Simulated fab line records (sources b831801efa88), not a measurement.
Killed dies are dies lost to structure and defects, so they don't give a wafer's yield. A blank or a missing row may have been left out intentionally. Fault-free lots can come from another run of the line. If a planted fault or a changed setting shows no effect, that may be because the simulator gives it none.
The tool behind it: which one? :: flow sky130 :: 14 lots, 42 wafers sampled, at 3 steps of a route of 708

## WHAT THE GAUGES READ, wafer by wafer
Not one reading of a measure or inspect step in the record can be checked against a usual standard deviation.

## WHICH TOOL RAN EACH LOT (tool, then ch and the chambers of the sampled wafers, then the start)
lot: L193
SKY_METAL2_STRIP_20: plasma_asher-02 ch 0,1, day 35 05:45
SKY_VIA2_EXPOSE_09: krf_scanner-02 ch 0, day 35 20:41
SKY_VIA2_SPUTTER_20: pvd_sputter-02, day 36 10:28

lot: L194
SKY_METAL2_STRIP_20: plasma_asher-02 ch 0,1, day 35 13:09
SKY_VIA2_EXPOSE_09: krf_scanner-01 ch 0, day 36 04:01
SKY_VIA2_SPUTTER_20: pvd_sputter-02, day 36 17:25

lot: L196
SKY_METAL2_STRIP_20: plasma_asher-01 ch 0,1, day 36 07:47
SKY_VIA2_EXPOSE_09: krf_scanner-02 ch 0, day 36 22:14
SKY_VIA2_SPUTTER_20: pvd_sputter-01, day 37 11:55

lot: L197
SKY_METAL2_STRIP_20: plasma_asher-03 ch 0,1, day 36 19:03
SKY_VIA2_EXPOSE_09: krf_scanner-02 ch 0, day 37 09:58
SKY_VIA2_SPUTTER_20: pvd_sputter-02, day 37 22:47

lot: L198
SKY_METAL2_STRIP_20: plasma_asher-03 ch 0,1, day 37 01:41
SKY_VIA2_EXPOSE_09: krf_scanner-02 ch 0, day 37 15:17
SKY_VIA2_SPUTTER_20: pvd_sputter-02, day 38 05:34

lot: L199
SKY_METAL2_STRIP_20: plasma_asher-02 ch 0,1, day 37 06:11
SKY_VIA2_EXPOSE_09: krf_scanner-01 ch 0, day 37 20:17
SKY_VIA2_SPUTTER_20: pvd_sputter-01, day 38 10:08

lot: L200
SKY_METAL2_STRIP_20: plasma_asher-02 ch 0,1, day 37 12:04
SKY_VIA2_EXPOSE_09: krf_scanner-02 ch 0, day 38 02:12
SKY_VIA2_SPUTTER_20: pvd_sputter-01, day 38 15:53

lot: L201
SKY_METAL2_STRIP_20: plasma_asher-01 ch 0,1, day 38 07:46
SKY_VIA2_EXPOSE_09: krf_scanner-01 ch 0, day 38 21:14
SKY_VIA2_SPUTTER_20: pvd_sputter-03, day 39 11:17

lot: L202
SKY_METAL2_STRIP_20: plasma_asher-03 ch 0,1, day 38 12:05
SKY_VIA2_EXPOSE_09: krf_scanner-01, day 39 02:07
SKY_VIA2_SPUTTER_20: pvd_sputter-02, day 39 15:41

lot: L204
SKY_METAL2_STRIP_20: plasma_asher-01 ch 0,1, day 38 13:50
SKY_VIA2_EXPOSE_09: krf_scanner-02, day 39 03:54
SKY_VIA2_SPUTTER_20: pvd_sputter-02, day 39 17:26

lot: L206
SKY_METAL2_STRIP_20: plasma_asher-01 ch 0,1, day 39 12:10
SKY_VIA2_EXPOSE_09: krf_scanner-01 ch 0, day 40 01:31
SKY_VIA2_SPUTTER_20: pvd_sputter-02, day 40 15:31

lot: L214
SKY_METAL2_STRIP_20: plasma_asher-01 ch 0,1, day 42 04:39
SKY_VIA2_EXPOSE_09: krf_scanner-02 ch 0, day 42 19:34
SKY_VIA2_SPUTTER_20: pvd_sputter-01, day 43 06:56

lot: L215
SKY_METAL2_STRIP_20: plasma_asher-03 ch 1, day 42 11:44
SKY_VIA2_EXPOSE_09: krf_scanner-02 ch 0, day 43 01:10
SKY_VIA2_SPUTTER_20: pvd_sputter-01, day 43 13:16

lot: L216
SKY_METAL2_STRIP_20: plasma_asher-01 ch 0,1, day 42 20:14
SKY_VIA2_EXPOSE_09: krf_scanner-02 ch 0, day 43 08:49
SKY_VIA2_SPUTTER_20: pvd_sputter-03, day 43 21:25
- SKY_METAL2_STRIP_20: strips in O2/N2.
- SKY_VIA2_EXPOSE_09: exposes mask VIM2, target cd 200 nm.
- SKY_VIA2_SPUTTER_20: material TiN, target thk 20 nm, time 80 s.

## WHAT THE TOOLS THEMSELVES READ (means of the sampled wafers that have a number; where no wafer has one, the mark that the record gives instead)
SKY_METAL2_STRIP_20. Usual: drypump_motor_current_A 5.87 A, standard deviation 0.27; oes_product_au 0.342 a.u., standard deviation 0.0048; strip_time_to_endpoint_s 2.68 s, standard deviation 0.043.
lot: L193
tool: plasma_asher-02
drypump_motor_current_A (A): 6.14
oes_product_au (a.u.): 0.340
strip_time_to_endpoint_s (s): 2.67
flag: 

lot: L194
tool: plasma_asher-02
drypump_motor_current_A (A): 6.11
oes_product_au (a.u.): 0.341
strip_time_to_endpoint_s (s): 2.70
flag: 

lot: L196
tool: plasma_asher-01
drypump_motor_current_A (A): 5.68
oes_product_au (a.u.): 0.340
strip_time_to_endpoint_s (s): 2.65
flag: 

lot: L197
tool: plasma_asher-03
drypump_motor_current_A (A): 5.65
oes_product_au (a.u.): 0.343
strip_time_to_endpoint_s (s): 2.66
flag: 

lot: L198
tool: plasma_asher-03
drypump_motor_current_A (A): 5.89
oes_product_au (a.u.): 0.344
strip_time_to_endpoint_s (s): 2.66
flag: 

lot: L199
tool: plasma_asher-02
drypump_motor_current_A (A): 6.15
oes_product_au (a.u.): 0.338
strip_time_to_endpoint_s (s): 2.67
flag: 

lot: L200
tool: plasma_asher-02
drypump_motor_current_A (A): 6.01
oes_product_au (a.u.): 0.339
strip_time_to_endpoint_s (s): 2.64
flag: 

lot: L201
tool: plasma_asher-01
drypump_motor_current_A (A): 5.79
oes_product_au (a.u.): 0.345
strip_time_to_endpoint_s (s): 2.71
flag: 

lot: L202
tool: plasma_asher-03
drypump_motor_current_A (A): 5.89
oes_product_au (a.u.): 0.345
strip_time_to_endpoint_s (s): 2.72
flag: 

lot: L204
tool: plasma_asher-01
drypump_motor_current_A (A): 5.66
oes_product_au (a.u.): 0.344
strip_time_to_endpoint_s (s): 2.70
flag: 

lot: L206
tool: plasma_asher-01
drypump_motor_current_A (A): 5.67
oes_product_au (a.u.): 0.343
strip_time_to_endpoint_s (s): 2.70
flag: 

lot: L214
tool: plasma_asher-01
drypump_motor_current_A (A): 5.69
oes_product_au (a.u.): 0.338
strip_time_to_endpoint_s (s): 2.70
flag: 

lot: L215
tool: plasma_asher-03
drypump_motor_current_A (A): 5.44
oes_product_au (a.u.): 0.342
strip_time_to_endpoint_s (s): 2.66
flag: 

lot: L216
tool: plasma_asher-01
drypump_motor_current_A (A): 5.77
oes_product_au (a.u.): 0.343
strip_time_to_endpoint_s (s): 2.70
flag: 

SKY_VIA2_EXPOSE_09. Usual: exposure_dose_mJ_cm2 38.01, standard deviation 0.037; focus_offset_nm 0.0 nm, standard deviation 0.52.
lot: L193
tool: krf_scanner-02
exposure_dose_mJ_cm2: 37.98
focus_offset_nm (nm): 0.2
flag: 

lot: L194
tool: krf_scanner-01
exposure_dose_mJ_cm2: 37.99
focus_offset_nm (nm): -0.3
flag: 

lot: L196
tool: krf_scanner-02
exposure_dose_mJ_cm2: 38.02
focus_offset_nm (nm): -0.1
flag: 

lot: L197
tool: krf_scanner-02
exposure_dose_mJ_cm2: 38.05
focus_offset_nm (nm): 0.3
flag: 

lot: L198
tool: krf_scanner-02
exposure_dose_mJ_cm2: 38.01
focus_offset_nm (nm): -0.1
flag: 

lot: L199
tool: krf_scanner-01
exposure_dose_mJ_cm2: 37.96
focus_offset_nm (nm): 0.1
flag: 

lot: L200
tool: krf_scanner-02
exposure_dose_mJ_cm2: 38.04
focus_offset_nm (nm): 0.2
flag: 

lot: L201
tool: krf_scanner-01
exposure_dose_mJ_cm2: 37.98
focus_offset_nm (nm): 0.0
flag: 

lot: L202
tool: krf_scanner-01
exposure_dose_mJ_cm2: -
focus_offset_nm (nm): -
flag: OFF

lot: L204
tool: krf_scanner-02
exposure_dose_mJ_cm2: -
focus_offset_nm (nm): -
flag: OFF

lot: L206
tool: krf_scanner-01
exposure_dose_mJ_cm2: 37.99
focus_offset_nm (nm): -0.2
flag: 

lot: L214
tool: krf_scanner-02
exposure_dose_mJ_cm2: 37.98
focus_offset_nm (nm): -0.3
flag: 

lot: L215
tool: krf_scanner-02
exposure_dose_mJ_cm2: 38.06
focus_offset_nm (nm): -0.0
flag: 

lot: L216
tool: krf_scanner-02
exposure_dose_mJ_cm2: 37.99
focus_offset_nm (nm): 0.0
flag: 

SKY_VIA2_SPUTTER_20. Usual: chamber_pressure_pa 4.998 Pa, standard deviation 0.0092; throttle_valve_pct 30.0 %, standard deviation 0.99.
lot: L193
tool: pvd_sputter-02
chamber_pressure_pa (Pa): 4.997
throttle_valve_pct (%): 29.3
flag: 

lot: L194
tool: pvd_sputter-02
chamber_pressure_pa (Pa): 5.000
throttle_valve_pct (%): 29.5
flag: 

lot: L196
tool: pvd_sputter-01
chamber_pressure_pa (Pa): 5.000
throttle_valve_pct (%): 29.7
flag: 

lot: L197
tool: pvd_sputter-02
chamber_pressure_pa (Pa): 5.006
throttle_valve_pct (%): 30.5
flag: 

lot: L198
tool: pvd_sputter-02
chamber_pressure_pa (Pa): 4.999
throttle_valve_pct (%): 30.1
flag: 

lot: L199
tool: pvd_sputter-01
chamber_pressure_pa (Pa): 5.004
throttle_valve_pct (%): 29.4
flag: 

lot: L200
tool: pvd_sputter-01
chamber_pressure_pa (Pa): 5.000
throttle_valve_pct (%): 30.6
flag: 

lot: L201
tool: pvd_sputter-03
chamber_pressure_pa (Pa): 4.994
throttle_valve_pct (%): 30.5
flag: 

lot: L202
tool: pvd_sputter-02
chamber_pressure_pa (Pa): 4.997
throttle_valve_pct (%): 29.3
flag: 

lot: L204
tool: pvd_sputter-02
chamber_pressure_pa (Pa): 4.992
throttle_valve_pct (%): 29.6
flag: 

lot: L206
tool: pvd_sputter-02
chamber_pressure_pa (Pa): 5.005
throttle_valve_pct (%): 30.9
flag: 

lot: L214
tool: pvd_sputter-01
chamber_pressure_pa (Pa): 4.997
throttle_valve_pct (%): 30.4
flag: 

lot: L215
tool: pvd_sputter-01
chamber_pressure_pa (Pa): 5.005
throttle_valve_pct (%): 29.9
flag: 

lot: L216
tool: pvd_sputter-03
chamber_pressure_pa (Pa): 4.997
throttle_valve_pct (%): 29.6
flag: 

## THE ANSWER, worked out from the rows above alone
Rule: lot off if the mean of its wafers having a number is beyond 3 standard deviations from the usual mean. Also off: a lot with no number at a reading for which 4 or more lots have one. Where the step has rows for the other lots, those lots are counted as sound. After the gauges, taken in route order, come the tools' own readings; for these a lot's mean is taken, as printed above. At the first step where some lot is off, the reading lying furthest off is the one used; lots without a number count as furthest.
Off: L202, L204, at SKY_VIA2_EXPOSE_09 (exposure_dose_mJ_cm2). Without a number there: L202, L204.
If a tool, at that step or one of the process steps before it, ran each lot that is off and ran no sound lot following the first of them, it fits. None of those tried fits.

## WHAT HAD BEEN PUT IN BY THE SIMULATOR
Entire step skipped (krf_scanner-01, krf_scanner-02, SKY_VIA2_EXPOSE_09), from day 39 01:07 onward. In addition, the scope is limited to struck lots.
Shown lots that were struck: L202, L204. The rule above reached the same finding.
